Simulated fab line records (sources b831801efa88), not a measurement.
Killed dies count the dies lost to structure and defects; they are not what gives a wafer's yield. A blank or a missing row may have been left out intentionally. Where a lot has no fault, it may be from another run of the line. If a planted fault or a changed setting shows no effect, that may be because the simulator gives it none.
Which of the tools did it? ; flow gf180mcu ; 36 wafers from 12 lots sampled at 4 of the route's 602 steps

## WHAT EACH GAUGE READ, for each wafer
GF_LVPWELL_TW_MEAS_11. Usual: LVPWELL_TW 562, standard deviation 7.6.
lot;measured;on;LVPWELL_TW;flag
L586;day 4 02:41;film-metro-04;557 558 557;
L588;day 4 13:13;film-metro-01;569 571 569;
L589;day 4 19:52;film-metro-04;557 556 555;
L590;day 5 00:47;film-metro-04;558 559 559;
L591;day 5 07:42;film-metro-03;553 551 550;
L592;day 5 15:45;film-metro-03;553 556 550;
L596;day 6 12:25;film-metro-01;571 571 572;
L597;day 6 15:17;film-metro-01;569 572 576;
L603;day 8 01:45;film-metro-03;558 558 560;
L604;day 8 08:22;film-metro-01;567 573 570;
L607;day 9 00:03;film-metro-04;562 560 561;
L608;day 9 08:45;film-metro-04;559 559 560;

GF_MVPSD_OVL_MEAS_07. Usual: MVPSD_OVL 0.9 nm, standard deviation 1.6.
lot;measured;on;MVPSD_OVL (nm);flag
L586;day 5 05:35;overlay-02;3.4 2.4 3.5;
L588;day 5 17:43;overlay-01;-1.9 -1.7 -1.0;
L589;day 6 00:52;overlay-01;-0.8 -1.3 -0.8;
L590;day 6 05:44;overlay-02;0.9 2.5 3.4;
L591;day 6 12:58;overlay-01;0.2 0.4 0.5;
L592;day 6 21:41;overlay-01;-0.6 -0.8 1.1;
L596;day 7 19:47;overlay-01;-0.2 3.0 0.2;
L597;day 7 23:44;overlay-01;1.0 2.2 2.6;
L603;day 9 11:10;overlay-02;1.6 2.4 3.1;
L604;day 9 18:49;overlay-02;1.9 3.3 2.2;
L607;day 10 10:56;overlay-02;-2.1 -1.5 -0.8;
L608;day 10 19:52;overlay-02;1.7 1.8 2.3;

GF_DUAL_GATE_THK_MEAS_03. Usual: DUAL_GATE_OXIDATION_00_THK 11.05 nm, standard deviation 0.19.
lot;measured;on;DUAL_GATE_OXIDATION_00_THK (nm);flag
L586;day 7 21:16;film-metro-02;11.06 11.02 11.16;
L588;day 8 12:42;film-metro-04;11.11 11.04 11.27;
L589;day 8 19:35;film-metro-03;11.09 11.01 11.21;
L590;day 9 00:30;film-metro-02;11.03 10.98 11.16;
L591;day 9 09:02;film-metro-03;11.01 11.16 11.01;
L592;day 9 18:40;film-metro-02;10.89 10.77 10.81;
L596;day 10 21:41;film-metro-04;10.78 10.93 10.73;
L597;day 11 01:18;film-metro-03;11.05 10.96 10.97;
L603;day 12 14:44;film-metro-04;11.49 11.27 11.41;
L604;day 12 22:34;film-metro-03;12.38 12.38 12.46;OFF
L607;day 13 17:59;film-metro-02;12.21 12.53 12.34;OFF
L608;day 14 05:27;film-metro-02;11.05 10.91 11.14;

## WHAT TOOL EACH LOT RAN ON (gives the tool, then ch and the chambers of the sampled wafers, and finally the start)
lot;GF_DUAL_GATE_OXIDATION_02
L586;furnace-01 ch 0, day 7 19:50
L588;furnace-02 ch 0, day 8 11:16
L589;furnace-02 ch 0, day 8 18:08
L590;furnace-01 ch 0, day 8 23:03
L591;furnace-01 ch 0, day 9 07:35
L592;furnace-02 ch 0, day 9 17:13
L596;furnace-01 ch 0, day 10 20:14
L597;furnace-02 ch 0, day 10 23:50
L603;furnace-01 ch 0, day 12 13:17
L604;furnace-02 ch 0, day 12 21:07
L607;furnace-02 ch 0, day 13 16:32
L608;furnace-01 ch 0, day 14 04:01
- GF_DUAL_GATE_OXIDATION_02: stabilise 600 s, purge 300 s, target thk 10.887 nm.

## AS READ BY THE TOOLS THEMSELVES (means over the sampled wafers that have a number; for cases with no such wafer, the mark the record gives instead)
GF_DUAL_GATE_OXIDATION_02. Usual: spike-tc-centre-C 900.3 C, standard deviation 1.1; spike-tc-lower-C 900.3 C, standard deviation 1.1; spike-tc-top-C 912.3 C, standard deviation 2.7; spike-tc-upper-C 900.1 C, standard deviation 1; tube-center-temp-C 900.01 C, standard deviation 0.081; zone-power-centre-pct 17.53 %, standard deviation 0.17; zone-power-lower-pct 17.8 %, standard deviation 0.56; zone-power-upper-pct 18.0 %, standard deviation 0.96.
lot;tool;spike-tc-centre-C (C);spike-tc-lower-C (C);spike-tc-top-C (C);spike-tc-upper-C (C);tube-center-temp-C (C);zone-power-centre-pct (%);zone-power-lower-pct (%);zone-power-upper-pct (%);flag
L586;furnace-01;900.8;900.2;914.9;899.8;900.01;17.40;18.4;17.1;
L588;furnace-02;900.1;899.8;910.2;899.8;900.07;17.67;17.3;19.0;
L589;furnace-02;900.2;899.4;910.6;900.6;899.97;17.51;17.3;19.0;
L590;furnace-01;900.8;901.6;914.3;900.0;900.05;17.49;18.4;17.1;
L591;furnace-01;900.1;901.6;914.7;900.0;900.07;17.61;18.2;16.9;
L592;furnace-02;900.0;900.3;909.9;900.8;899.94;17.54;17.3;19.0;
L596;furnace-01;901.3;900.7;914.9;900.0;900.08;17.47;18.1;17.2;
L597;furnace-02;899.4;899.1;911.2;900.2;899.99;17.56;17.2;18.9;
L603;furnace-01;899.3;900.3;914.6;899.0;899.98;17.64;18.5;17.1;
L604;furnace-02;910.8;910.7;919.4;912.2;900.01;18.11;17.8;19.6;OFF
L607;furnace-02;910.9;910.9;921.4;911.6;900.00;18.19;17.7;19.6;OFF
L608;furnace-01;901.4;900.9;914.2;899.8;899.96;17.51;18.2;17.0;

## THE ANSWER, worked out from the rows above alone
Rule: a lot is off if the mean of its wafers that have a number lies more than 3 standard deviations from the usual mean. A lot without any number at a reading at which 4 lots or more have one is off too. Where the step has rows for the other lots, those lots are counted as sound. The gauges are gone through in route order, then the tools' own readings, and for those a lot's mean is taken as printed above. At the first step where some lot is off, the reading lying furthest off is the one used; lots without a number count as furthest.
Off: L604, L607, at GF_DUAL_GATE_THK_MEAS_03 (DUAL_GATE_OXIDATION_00_THK).
If a tool, at a process step before that reading, ran all the lots that are off and no sound lot after the first of them, it fits. The gauges at GF_DUAL_GATE_THK_MEAS_03 aren't tried: what is off there is off at GF_DUAL_GATE_OXIDATION_02 too, on other tools, and a gauge's error can't cause that. One fits: GF_DUAL_GATE_OXIDATION_02 on furnace-02. Its last sound lot is L597 (day 10 23:50), its first lot that is off L604 (day 12 21:07): a fault that began between those two fits.
The tool's own readings at GF_DUAL_GATE_OXIDATION_02 bear it out: on the lots that are off they differ by more than 5 times the standard deviation of the sound lots' means. spike-tc-centre-C reads 910.8 C there against 900.3 C on the sound lots; spike-tc-lower-C reads 910.8 C there against 900.4 C on the sound lots; spike-tc-upper-C reads 911.9 C there against 900.0 C on the sound lots; zone-power-centre-pct reads 18.15 % there against 17.54 % on the sound lots.

## WHAT THE SIMULATOR HAD INSERTED
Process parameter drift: furnace-02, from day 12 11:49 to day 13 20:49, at GF_DUAL_GATE_OXIDATION_02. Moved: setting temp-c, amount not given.
Shown lots that were struck: L604, L607. The rule above reached the same finding.
